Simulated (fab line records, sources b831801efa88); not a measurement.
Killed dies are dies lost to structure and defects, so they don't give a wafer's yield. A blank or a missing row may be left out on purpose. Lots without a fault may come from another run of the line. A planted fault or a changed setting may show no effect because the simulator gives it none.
Which tool did it? | flow gf180mcu | 14 lots, 42 wafers sampled, at 4 steps of a route of 602

WHAT THE GAUGES READ, wafer by wafer
GF_M5_OVL_MEAS_08. Usual: M5_OVL -1 nm, standard deviation 5.2.
lot  | measured     | on         | M5_OVL (nm) | flag
L562 | day 26 05:32 | overlay-02 | 3 1 -7      |
L563 | day 26 08:15 | overlay-01 | -8 -17 -11  |
L564 | day 26 19:07 | overlay-02 | -8 0 5      |
L565 | day 27 04:44 | overlay-02 | -1 5 3      |
L567 | day 27 14:52 | overlay-01 | 2 -4 1      |
L568 | day 28 01:03 | overlay-01 | 0 -1 3      |
L569 | day 28 14:42 | overlay-01 | 1 -4 -5     |
L570 | day 28 15:28 | overlay-02 | -6 -6 -8    |
L571 | day 29 02:18 | overlay-02 | -8 -6 -4    |
L578 | day 31 05:07 | overlay-01 | 0 0 -4      |
L580 | day 31 12:01 | overlay-02 | -12 3 1     |
L581 | day 31 19:04 | overlay-02 | 0 1 2       |
L582 | day 32 01:42 | overlay-01 | 2 0 3       |
L583 | day 32 14:37 | overlay-02 | -7 -9 -7    |

WHICH TOOL RAN EACH LOT (tool, then ch and the chambers of the sampled wafers, then the start)
lot  | GF_STI_WET_ETCH_17             | GF_MIM_SPUTTER_09            | GF_MIM_METAL_ETCH_19
L562 | wet_bench-01 ch 1, day 2 02:32 | pvd_sputter-02, day 24 10:50 | rie_metal-01 ch 0,1, day 25 07:53
L563 | wet_bench-01 ch 1, day 2 06:32 | pvd_sputter-03, day 24 13:14 | rie_metal-01 ch 0,1, day 25 10:05
L564 | wet_bench-01 ch 1, day 2 12:15 | pvd_sputter-02, day 25 00:13 | rie_metal-03 ch 0,1, day 25 22:12
L565 | wet_bench-02 ch 2, day 2 16:23 | pvd_sputter-03, day 25 10:34 | rie_metal-03 ch 0,1, day 26 08:00
L567 | wet_bench-01 ch 2, day 3 03:29 | pvd_sputter-02, day 25 22:07 | rie_metal-03 ch 0,1, day 26 18:24
L568 | wet_bench-01 ch 1, day 3 08:18 | pvd_sputter-02, day 26 08:55 | rie_metal-03 ch 0,1, day 27 04:48
L569 | wet_bench-02 ch 0, day 3 13:16 | pvd_sputter-02, day 26 22:48 | rie_metal-04 ch 1, day 27 18:38
L570 | wet_bench-01 ch 2, day 3 19:08 | pvd_sputter-03, day 26 23:04 | rie_metal-03 ch 0,1, day 27 19:34
L571 | wet_bench-01 ch 3, day 4 01:45 | pvd_sputter-01, day 27 10:13 | rie_metal-01 ch 0, day 28 05:56
L578 | wet_bench-04 ch 0, day 5 14:23 | pvd_sputter-02, day 29 15:58 | rie_metal-03 ch 1, day 30 10:41
L580 | wet_bench-04 ch 2, day 5 23:19 | pvd_sputter-01, day 30 00:07 | rie_metal-03 ch 1, day 30 17:35
L581 | wet_bench-04 ch 0, day 6 03:22 | pvd_sputter-01, day 30 08:23 | rie_metal-03 ch 1, day 31 01:33
L582 | wet_bench-02 ch 0, day 6 07:34 | pvd_sputter-01, day 30 14:39 | rie_metal-01 ch 0, day 31 08:16
L583 | wet_bench-02 ch 0, day 6 15:34 | pvd_sputter-03, day 31 04:48 | rie_metal-01 ch 0,1, day 31 20:59
- GF_STI_WET_ETCH_17: etches Si3N4 in H3PO4, target depth 45 nm, time 514 s.
- GF_MIM_SPUTTER_09: material TiN, target thk 35 nm, time 30.2 s.
- GF_MIM_METAL_ETCH_19: etches the open film in Cl2/BCl3, stops on Si3N4, target depth 324.5 nm, time 54.1 s.

WHAT THE TOOLS THEMSELVES READ (means of the sampled wafers that have a number; where no wafer has one, the mark that the record gives instead)
GF_MIM_SPUTTER_09. Usual: throttle_valve_pct 30.1 %, standard deviation 1.4.
lot  | tool           | throttle_valve_pct (%) | flag
L562 | pvd_sputter-02 | 30.1                   |
L563 | pvd_sputter-03 | 30.8                   |
L564 | pvd_sputter-02 | 30.2                   |
L565 | pvd_sputter-03 | 31.0                   |
L567 | pvd_sputter-02 | 30.5                   |
L568 | pvd_sputter-02 | 30.2                   |
L569 | pvd_sputter-02 | 31.5                   |
L570 | pvd_sputter-03 | 30.4                   |
L571 | pvd_sputter-01 | 28.2                   |
L578 | pvd_sputter-02 | 30.6                   |
L580 | pvd_sputter-01 | 28.2                   |
L581 | pvd_sputter-01 | 28.6                   |
L582 | pvd_sputter-01 | 29.2                   |
L583 | pvd_sputter-03 | 29.5                   |

GF_MIM_METAL_ETCH_19. Usual: drypump_motor_current_A 5.74 A, standard deviation 0.29; oes_product_au 0.947 a.u., standard deviation 0.0072; throttle_valve_pct 28.278 %, standard deviation 0.0096.
lot  | tool         | drypump_motor_current_A (A) | oes_product_au (a.u.) | throttle_valve_pct (%) | flag
L562 | rie_metal-01 | 5.78                        | 0.956                 | 28.275                 |
L563 | rie_metal-01 | 5.83                        | 0.943                 | 28.282                 |
L564 | rie_metal-03 | 6.12                        | 0.947                 | 28.274                 |
L565 | rie_metal-03 | 5.82                        | 0.948                 | 28.272                 |
L567 | rie_metal-03 | 6.08                        | 0.947                 | 28.275                 |
L568 | rie_metal-03 | 6.04                        | 0.942                 | 28.278                 |
L569 | rie_metal-04 | 5.29                        | 0.942                 | 28.289                 |
L570 | rie_metal-03 | 5.81                        | 0.946                 | 28.269                 |
L571 | rie_metal-01 | 5.77                        | 0.940                 | 28.274                 |
L578 | rie_metal-03 | 5.54                        | 0.948                 | 28.279                 |
L580 | rie_metal-03 | 5.52                        | 0.941                 | 28.278                 |
L581 | rie_metal-03 | 5.56                        | 0.949                 | 28.276                 |
L582 | rie_metal-01 | 5.77                        | 0.951                 | 28.286                 |
L583 | rie_metal-01 | 5.78                        | 0.942                 | 28.272                 |

THE ANSWER, worked out from the rows above alone
Rule: a lot is off if the mean of its wafers that have a number lies more than 3 standard deviations from the usual mean. A lot without any number at a reading at which 4 lots or more have one is off too. The other lots that the step has rows for count as sound. The gauges are gone through in route order, then the tools' own readings, and for those a lot's mean is taken as printed above. The first step at which some lot is off is used, and at that step the reading that is off furthest; a lot without a number counts as furthest.
No lot is off at any reading shown: from this, nothing can be told.

WHAT THE SIMULATOR HAD PUT IN
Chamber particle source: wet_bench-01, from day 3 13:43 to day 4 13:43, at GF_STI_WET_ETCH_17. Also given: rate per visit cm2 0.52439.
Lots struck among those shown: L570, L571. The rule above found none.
